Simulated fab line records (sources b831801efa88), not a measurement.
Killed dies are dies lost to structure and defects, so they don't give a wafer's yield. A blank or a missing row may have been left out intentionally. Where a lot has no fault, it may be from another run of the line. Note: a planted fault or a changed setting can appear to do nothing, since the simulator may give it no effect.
What tool caused it? / flow sky130 / 36 wafers from 12 lots sampled at 5 of the route's 708 steps

## WHAT THE GAUGES READ, wafer by wafer
SKY_VT_ADJUST_NCORE_CD_MEAS_07 targets a cd of 380 nm.
lot=L760; measured=day 8 16:03; on=cd_sem-02; cd_nm (nm)=377.6 375.6 378.3
lot=L762; measured=day 9 04:22; on=cd_sem-01; cd_nm (nm)=380.3 374.7 376.1
lot=L764; measured=day 9 19:52; on=cd_sem-01; cd_nm (nm)=379.8 381.8 378.8
lot=L765; measured=day 10 01:40; on=cd_sem-02; cd_nm (nm)=380.0 382.3 379.0
lot=L768; measured=day 10 19:03; on=cd_sem-02; cd_nm (nm)=379.8 378.2 378.9
lot=L771; measured=day 11 17:34; on=cd_sem-02; cd_nm (nm)=381.1 379.7 376.7
lot=L773; measured=day 12 09:43; on=cd_sem-02; cd_nm (nm)=377.3 377.0 377.8
lot=L774; measured=day 12 13:59; on=cd_sem-02; cd_nm (nm)=381.3 383.7 385.1
lot=L775; measured=day 12 21:02; on=cd_sem-02; cd_nm (nm)=381.2 379.9 381.6
lot=L781; measured=day 14 20:32; on=cd_sem-02; cd_nm (nm)=373.6 377.3 376.8
lot=L783; measured=day 15 05:48; on=cd_sem-02; cd_nm (nm)=378.4 378.4 380.5
lot=L782; measured=day 15 07:36; on=cd_sem-02; cd_nm (nm)=378.3 379.2 380.6

SKY_GATE_OXIDE_THK_MEAS_02.
lot=L760; measured=day 12 20:38; on=film_metro-03; GATE_OXIDE_OXIDATION_00_THK (nm)=10.44 10.18 10.27
lot=L762; measured=day 13 14:30; on=film_metro-03; GATE_OXIDE_OXIDATION_00_THK (nm)=10.56 10.42 10.36
lot=L764; measured=day 14 09:01; on=film_metro-02; GATE_OXIDE_OXIDATION_00_THK (nm)=10.48 10.37 10.58
lot=L765; measured=day 14 12:15; on=film_metro-01; GATE_OXIDE_OXIDATION_00_THK (nm)=10.91 10.68 10.91
lot=L768; measured=day 15 05:35; on=film_metro-03; GATE_OXIDE_OXIDATION_00_THK (nm)=10.17 10.17 10.20
lot=L771; measured=day 17 02:32; on=film_metro-02; GATE_OXIDE_OXIDATION_00_THK (nm)=10.29 10.38 10.52
lot=L773; measured=day 17 06:57; on=film_metro-01; GATE_OXIDE_OXIDATION_00_THK (nm)=9.71 10.00 10.36 9.74 9.99 10.33
lot=L774; measured=day 17 06:58; on=film_metro-02; GATE_OXIDE_OXIDATION_00_THK (nm)=10.04 10.24 10.37
lot=L775; measured=day 17 17:43; on=film_metro-01; GATE_OXIDE_OXIDATION_00_THK (nm)=9.72 9.69 9.78 9.73 9.63 9.79
lot=L781; measured=day 20 05:24; on=film_metro-02; GATE_OXIDE_OXIDATION_00_THK (nm)=10.12 10.13 10.19
lot=L783; measured=day 20 14:10; on=film_metro-03; GATE_OXIDE_OXIDATION_00_THK (nm)=10.51 10.69 10.51
lot=L782; measured=day 20 13:53; on=film_metro-02; GATE_OXIDE_OXIDATION_00_THK (nm)=10.48 10.55 10.53

SKY_POLY_CUT_CD_MEAS_08 targets a cd of 270 nm.
lot=L760; measured=day 24 15:01; on=cd_sem-01; cd_nm (nm)=268.8 269.9 270.9
lot=L762; measured=day 25 03:47; on=cd_sem-01; cd_nm (nm)=270.4 270.9 270.4
lot=L764; measured=day 26 01:50; on=cd_sem-01; cd_nm (nm)=268.8 268.9 269.2
lot=L765; measured=day 26 02:34; on=cd_sem-01; cd_nm (nm)=268.6 269.0 267.2
lot=L768; measured=day 27 04:58; on=cd_sem-01; cd_nm (nm)=272.7 271.2 272.2
lot=L771; measured=day 29 00:37; on=cd_sem-02; cd_nm (nm)=270.1 271.6 271.0
lot=L773; measured=day 28 22:28; on=cd_sem-01; cd_nm (nm)=271.2 270.7 269.0
lot=L774; measured=day 28 21:24; on=cd_sem-01; cd_nm (nm)=270.4 268.8 269.3
lot=L775; measured=day 29 17:01; on=cd_sem-01; cd_nm (nm)=268.9 268.7 271.0
lot=L781; measured=day 31 13:46; on=cd_sem-01; cd_nm (nm)=270.9 269.4 269.5
lot=L783; measured=day 31 23:20; on=cd_sem-02; cd_nm (nm)=271.0 269.4 269.5
lot=L782; measured=day 31 23:01; on=cd_sem-02; cd_nm (nm)=273.8 273.8 272.1

SKY_SD_N_CD_MEAS_07 targets a cd of 380 nm.
lot=L760; measured=day 28 06:48; on=cd_sem-01; cd_nm (nm)=382.7 380.6 381.4
lot=L762; measured=day 28 18:20; on=cd_sem-02; cd_nm (nm)=379.0 376.9 378.2
lot=L764; measured=day 29 15:19; on=cd_sem-02; cd_nm (nm)=378.1 378.8 380.4
lot=L765; measured=day 29 16:16; on=cd_sem-02; cd_nm (nm)=380.8 380.0 380.9
lot=L768; measured=day 30 17:40; on=cd_sem-02; cd_nm (nm)=377.8 375.9 378.2
lot=L771; measured=day 32 11:41; on=cd_sem-01; cd_nm (nm)=382.6 382.8 381.5
lot=L773; measured=day 32 09:37; on=cd_sem-01; cd_nm (nm)=377.5 377.7 376.3
lot=L774; measured=day 32 07:30; on=cd_sem-02; cd_nm (nm)=379.9 380.7 378.6
lot=L775; measured=day 33 02:34; on=cd_sem-02; cd_nm (nm)=382.0 381.6 380.9
lot=L781; measured=day 34 21:52; on=cd_sem-02; cd_nm (nm)=377.8 376.9 378.4
lot=L783; measured=day 35 06:50; on=cd_sem-01; cd_nm (nm)=381.2 378.9 379.3
lot=L782; measured=day 35 06:01; on=cd_sem-01; cd_nm (nm)=382.3 381.5 380.4

## WHAT TOOL EACH LOT RAN ON (gives the tool, then ch and the chambers of the sampled wafers, and finally the start)
lot=L760; SKY_GATE_OXIDE_OXIDATION_01=furnace-02 ch 0, day 12 19:13
lot=L762; SKY_GATE_OXIDE_OXIDATION_01=furnace-02 ch 0, day 13 13:05
lot=L764; SKY_GATE_OXIDE_OXIDATION_01=furnace-02 ch 0, day 14 07:37
lot=L765; SKY_GATE_OXIDE_OXIDATION_01=furnace-02 ch 0, day 14 10:50
lot=L768; SKY_GATE_OXIDE_OXIDATION_01=furnace-01 ch 0, day 15 04:09
lot=L771; SKY_GATE_OXIDE_OXIDATION_01=furnace-01 ch 0, day 17 01:07
lot=L773; SKY_GATE_OXIDE_OXIDATION_01=furnace-01 ch 0, day 17 05:32
lot=L774; SKY_GATE_OXIDE_OXIDATION_01=furnace-01 ch 0, day 17 05:32
lot=L775; SKY_GATE_OXIDE_OXIDATION_01=furnace-01 ch 0, day 17 16:18
lot=L781; SKY_GATE_OXIDE_OXIDATION_01=furnace-01 ch 0, day 20 04:00
lot=L783; SKY_GATE_OXIDE_OXIDATION_01=furnace-01 ch 0, day 20 12:44
lot=L782; SKY_GATE_OXIDE_OXIDATION_01=furnace-02 ch 0, day 20 12:27
- SKY_GATE_OXIDE_OXIDATION_01: stabilise 600 s, purge 300 s, target thk 10.268 nm.

## WHAT THE TOOLS THEMSELVES READ (means of the sampled wafers that have a number; where no wafer has one, the mark that the record gives instead)
SKY_GATE_OXIDE_OXIDATION_01.
lot=L760; tool=furnace-02; spike_tc_bottom_C (C)=918.1; spike_tc_centre_C (C)=902.3; zone_power_centre_pct (%)=18.9; zone_power_lower_pct (%)=19.8; zone_power_upper_pct (%)=18.0
lot=L762; tool=furnace-02; spike_tc_bottom_C (C)=918.9; spike_tc_centre_C (C)=900.7; zone_power_centre_pct (%)=19.0; zone_power_lower_pct (%)=19.8; zone_power_upper_pct (%)=17.8
lot=L764; tool=furnace-02; spike_tc_bottom_C (C)=919.2; spike_tc_centre_C (C)=900.0; zone_power_centre_pct (%)=19.0; zone_power_lower_pct (%)=19.9; zone_power_upper_pct (%)=17.9
lot=L765; tool=furnace-02; spike_tc_bottom_C (C)=918.4; spike_tc_centre_C (C)=900.3; zone_power_centre_pct (%)=18.9; zone_power_lower_pct (%)=20.0; zone_power_upper_pct (%)=17.9
lot=L768; tool=furnace-01; spike_tc_bottom_C (C)=914.2; spike_tc_centre_C (C)=901.1; zone_power_centre_pct (%)=17.3; zone_power_lower_pct (%)=18.1; zone_power_upper_pct (%)=17.4
lot=L771; tool=furnace-01; spike_tc_bottom_C (C)=913.7; spike_tc_centre_C (C)=901.3; zone_power_centre_pct (%)=17.4; zone_power_lower_pct (%)=18.3; zone_power_upper_pct (%)=17.3
lot=L773; tool=furnace-01; spike_tc_bottom_C (C)=914.4; spike_tc_centre_C (C)=883.3; zone_power_centre_pct (%)=11.5; zone_power_lower_pct (%)=21.5; zone_power_upper_pct (%)=20.3
lot=L774; tool=furnace-01; spike_tc_bottom_C (C)=913.9; spike_tc_centre_C (C)=884.2; zone_power_centre_pct (%)=11.6; zone_power_lower_pct (%)=21.6; zone_power_upper_pct (%)=20.5
lot=L775; tool=furnace-01; spike_tc_bottom_C (C)=914.1; spike_tc_centre_C (C)=883.7; zone_power_centre_pct (%)=11.6; zone_power_lower_pct (%)=21.7; zone_power_upper_pct (%)=20.4
lot=L781; tool=furnace-01; spike_tc_bottom_C (C)=914.8; spike_tc_centre_C (C)=901.3; zone_power_centre_pct (%)=17.4; zone_power_lower_pct (%)=18.4; zone_power_upper_pct (%)=17.5
lot=L783; tool=furnace-01; spike_tc_bottom_C (C)=913.8; spike_tc_centre_C (C)=902.0; zone_power_centre_pct (%)=17.5; zone_power_lower_pct (%)=18.3; zone_power_upper_pct (%)=17.5
lot=L782; tool=furnace-02; spike_tc_bottom_C (C)=920.1; spike_tc_centre_C (C)=900.2; zone_power_centre_pct (%)=19.0; zone_power_lower_pct (%)=19.8; zone_power_upper_pct (%)=18.0

## THE ANSWER, worked out from the rows above alone
Rule: the usual values come from the lots themselves. The widest of any qualifying gaps counts: lots, ordered by their means at a reading, are off when they make up no more than a third of the lots, leave a main group of 4 or more, and stand apart from it by 3 or more times the standard deviation of that group's means. A main group is skipped when, at the precision printed for the reading in the tables above, its means are all equal. A lot without any number at a reading at which 4 lots or more have one is off too. Any other lot the step has rows for is counted as sound. Order of review: gauges by route order, followed by the tools' own readings, for which a lot's mean as printed above is used. The first step at which some lot is off is used, and at that step the reading that is off furthest; a lot without a number counts as furthest.
Off: L773, L774, L775 (SKY_GATE_OXIDE_OXIDATION_01, spike_tc_centre_C). Main group: mean 901.0 C, sd 0.75.
A tool fits if, at that step or a process step before it, it ran every lot that is off, and no sound lot after the first of them. None of those tried fits.

## WHAT WAS PUT IN BY THE SIMULATOR
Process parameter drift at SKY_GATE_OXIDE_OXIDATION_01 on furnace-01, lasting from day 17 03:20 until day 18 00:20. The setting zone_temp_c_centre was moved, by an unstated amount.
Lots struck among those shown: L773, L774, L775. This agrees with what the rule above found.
